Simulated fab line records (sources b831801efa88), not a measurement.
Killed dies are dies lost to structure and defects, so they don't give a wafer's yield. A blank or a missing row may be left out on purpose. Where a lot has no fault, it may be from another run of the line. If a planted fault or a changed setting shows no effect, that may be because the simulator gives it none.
Chamber matching + flow sky130 + 4 sister chambers for SKY_VIA1_ETCH_15 on rie-diel-04
The step etches SiO2 in C4F8/O2/Ar, stops on TiN, target depth 351 nm, time 54 s. 8 wafers are shown with their chamber, then 12 later ones without.

EACH WAFER AND ITS CHAMBER
| wafer  | chamber | oes-product-au (a.u.) | bias-w (W) |
|--------|---------|-----------------------|------------|
| L087.4 | 2       | 0.980                 | 1203       |
| L087.5 | 3       | 0.996                 | 1197       |
| L089.2 | 0       | 0.991                 | 1196       |
| L089.3 | 1       | 0.977                 | 1202       |
| L089.6 | 0       | 0.974                 | 1195       |
| L091.1 | 2       | 0.974                 | 1197       |
| L091.2 | 3       | 0.985                 | 1197       |
| L091.4 | 1       | 0.979                 | 1196       |

WAFERS MISSING THEIR CHAMBER
| wafer  | oes-product-au (a.u.) | bias-w (W) |
|--------|-----------------------|------------|
| L092.3 | 0.981                 | 1202       |
| L092.5 | 0.969                 | 1203       |
| L092.6 | 0.972                 | 1195       |
| L094.1 | 0.973                 | 1197       |
| L094.4 | 0.988                 | 1202       |
| L094.6 | 0.977                 | 1208       |
| L096.1 | 0.971                 | 1192       |
| L096.3 | 0.979                 | 1201       |
| L096.5 | 0.984                 | 1194       |
| L097.2 | 0.982                 | 1206       |
| L097.4 | 0.982                 | 1203       |
| L097.6 | 0.976                 | 1197       |

THE CHAMBER EACH PASSED THROUGH
| wafer  | from the rows above               | in truth |
|--------|-----------------------------------|----------|
| L092.3 | can't be placed: 2 or 1 or 3 or 0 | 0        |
| L092.5 | can't be placed: 2 or 1 or 0      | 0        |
| L092.6 | can't be placed: 0 or 1 or 2 or 3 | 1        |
| L094.1 | can't be placed: 1 or 2 or 0 or 3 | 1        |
| L094.4 | can't be placed: 2 or 1 or 3 or 0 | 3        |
| L094.6 | can't be placed: 2 or 1 or 3 or 0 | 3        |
| L096.1 | can't be placed: 0 or 1 or 2 or 3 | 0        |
| L096.3 | can't be placed: 2 or 1 or 0 or 3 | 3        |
| L096.5 | can't be placed: 0 or 3 or 1 or 2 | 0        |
| L097.2 | can't be placed: 2 or 1 or 3 or 0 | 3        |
| L097.4 | can't be placed: 2 or 1 or 3 or 0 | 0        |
| L097.6 | can't be placed: 1 or 0 or 2 or 3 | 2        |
Correct placement for 0 of the 12. Can't be placed from these rows: 12 (the true chamber is among the candidates in 12). Number placed wrongly: 0.
How it was worked out, from the rows above alone: a wafer's distance from a chamber is the root of the sum, over the readings, of the square of ((its reading less the chamber's mean) divided by the reading's scatter). If the next closest chamber is less than 2 further off than the closest, the wafer can't be placed; otherwise it belongs to the closest. Each chamber's mean is taken over the wafers shown for it. The scatter is the square root of a quotient: the sum, over the shown wafers, of each reading's squared deviation from its chamber's mean, divided by wafers minus chambers.
